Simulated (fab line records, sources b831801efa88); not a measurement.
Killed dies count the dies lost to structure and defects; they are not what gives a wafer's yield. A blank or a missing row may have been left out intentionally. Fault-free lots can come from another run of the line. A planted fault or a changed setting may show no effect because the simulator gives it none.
Struck lot and sound lot, side by side + flow gf180mcu + 29 steps out of a route of 602
Sound: the wafers L938.3, L938.4, L938.6. Struck: wafer L936.6. (L936.2, L936.4 of the same lot were not struck and are left out.) The cause comes at the end.
Per side, at each step with rows, come the tool, then ch with its chambers, and then its first start. Under that, the readings that differ: sound wafers + struck wafers + difference of the means + sigmas: that difference in standard deviations of wafers without a fault.
alike: same words and numbers on both sides, and readings whose means sit less than 2 such deviations apart. not compared: any withheld reading, any reading some wafer has no value for, any bound like >300 that may hide the same value, and any number with overlapping values for which the record gives no deviation.
Wherever a step has rows on one side only, a row that says differs or no value, or a row with sigmas, the two part there. Numbers that don't overlap but have no deviation are shown without sigmas and don't part them. A reading missing from all wafers of one side parts the sides only when that side holds two or more wafers.

first, 5 steps without rows for these wafers: GF_V5_STRIP_19 (strips in post etch residue remover, time 1200 s); GF_V5_CLEAN_20 (cleans in DIW); GF_V5_SPUTTER_21 (material Ti, target thk 15 nm, time 80.02 s); GF_V5_SPUTTER_22 (material TiN, target thk 10 nm, time 40 s); GF_V5_CVD_23 (deposits W, target thk 350 nm, time 104.9 s).
GF_V5_RS_MEAS_24: the measuring method here is four-point-probe.
  sound on film_metro-04, day 30 09:01; struck on film_metro-04, day 29 19:38
| reading          | sound             | struck | difference | sigmas |
|------------------|-------------------|--------|------------|--------|
| V5_W_RS (ohm/sq) | 0.329 0.330 0.329 | 0.321  | -0.008     | -2     |
GF_V5_THK_MEAS_25: measures by xrf.
  sound on film_metro-04, day 30 09:07; struck on film_metro-04, day 29 19:45
  alike: V5_W_THK
GF_V5_CMP_26: polishes, stops on SiO2, t overpolish 15 s, target thk 0 nm.
  sound on cmp-02 ch 1,2, day 30 09:09; struck on cmp-01 ch 3, day 29 19:51
  alike: motor_current_A, overpolish_run_s, time_to_endpoint_s
then, 1 step without rows for these wafers: GF_TOP_METAL_SPUTTER_00 (material Ti, target thk 37.5 nm, time 150 s).
GF_TOP_METAL_SPUTTER_01: material TiN, target thk 30 nm, time 25 s.
  sound on pvd_sputter-03, day 30 09:33; struck on pvd_sputter-04, day 29 20:12
  alike: throttle_valve_pct
GF_TOP_METAL_SPUTTER_02: material AlCu, target thk 900 nm, time 47.82 s.
  sound on pvd_sputter-03, day 30 09:35; struck on pvd_sputter-04, day 29 20:14
| reading              | sound                | struck | difference | sigmas |
|----------------------|----------------------|--------|------------|--------|
| substrate_temp_c (C) | 250.01 249.89 249.83 | 250.41 | +0.50      | +3     |
  alike: throttle_valve_pct
GF_TOP_METAL_SPUTTER_03: material Ti, target thk 5 nm, time 3.3 s.
  sound on pvd_sputter-03, day 30 09:38; struck on pvd_sputter-04, day 29 20:16
  alike: substrate_temp_c, throttle_valve_pct
GF_TOP_METAL_SPUTTER_04: material TiN, target thk 25 nm, time 20.8 s.
  sound on pvd_sputter-03, day 30 09:39; struck on pvd_sputter-04, day 29 20:17
| reading                                       | sound            | struck | difference | sigmas |
|-----------------------------------------------|------------------|--------|------------|--------|
| model.TiN_of_TOP_METAL_SPUTTER_04.thk_nm (nm) | 24.99 25.29 25.3 | 28.49  | +3.30      |        |
  alike: throttle_valve_pct
GF_TOP_METAL_RS_MEAS_05: the measuring method here is four-point-probe.
  sound on film_metro-04, day 30 09:43; struck on film_metro-02, day 29 20:20
  alike: TOP_METAL_ALCU_RS
GF_TOP_METAL_THK_MEAS_06: measures by xrf.
  sound on film_metro-04, day 30 09:49; struck on film_metro-02, day 29 20:27
  alike: TOP_METAL_ALCU_THK
then, 7 steps without rows for these wafers: GF_TOP_METAL_DEHYDRATE_07 (time 60 s); GF_TOP_METAL_HMDS_08 (prime time 60 s); GF_TOP_METAL_COAT_09 (resist thk 1500 nm); GF_TOP_METAL_SOFTBAKE_10 (time 60 s); GF_TOP_METAL_EXPOSE_11 (exposes mask MetalTop, target cd 440 nm); GF_TOP_METAL_PEB_12; GF_TOP_METAL_DEVELOP_13 (develop time 60 s).
GF_TOP_METAL_CD_MEAS_14: target cd 440 nm.
  sound on cd_sem-02, day 31 03:12; struck on cd_sem-01, day 30 14:43
  alike: cd_nm
GF_TOP_METAL_OVL_MEAS_15:
  sound on overlay-02, day 31 03:18; struck on overlay-01, day 30 14:49
  alike: TOP_METAL_OVL
GF_TOP_METAL_METAL_ETCH_16: etches the open film in Cl2/BCl3, stops on SiO2, target depth 1077.5 nm, time 179.6 s.
  sound on rie_metal-03 ch 0,1, day 31 03:23; struck on rie_metal-01 ch 0, day 30 14:51
| reading                | sound                | struck | difference | sigmas |
|------------------------|----------------------|--------|------------|--------|
| oes_product_au (a.u.)  | 0.956 0.964 0.963    | 0.989  | +0.028     | +3     |
| throttle_valve_pct (%) | 28.257 28.268 28.250 | 28.226 | -0.032     | -3     |
  alike: drypump_motor_current_A
  not compared: rf_hours_counter_h
then, 1 step without rows for these wafers: GF_TOP_METAL_STRIP_17 (strips in O2/N2).
GF_TOP_METAL_STRIP_18: strips in post etch residue remover, time 1200 s.
  sound on wet_bench-02 ch 0, day 31 03:36; struck on wet_bench-02 ch 0, day 30 15:07
| reading                                       | sound             | struck | difference | sigmas |
|-----------------------------------------------|-------------------|--------|------------|--------|
| model.TiN_of_TOP_METAL_SPUTTER_04.thk_nm (nm) | 24.57 24.86 24.88 | 28.08  | +3.31      |        |
then, 1 step without rows for these wafers: GF_TOP_METAL_CLEAN_19 (cleans in DIW).
GF_PASSIVATION_PROBE_99:
  the record has rows for the struck wafers here (prober-01, day 31 11:05) and none for the sound ones

== WHERE THEY PART ==
Last at GF_PASSIVATION_PROBE_99 as far as this record goes, first at GF_V5_RS_MEAS_24.

WHY: what the simulator had put in
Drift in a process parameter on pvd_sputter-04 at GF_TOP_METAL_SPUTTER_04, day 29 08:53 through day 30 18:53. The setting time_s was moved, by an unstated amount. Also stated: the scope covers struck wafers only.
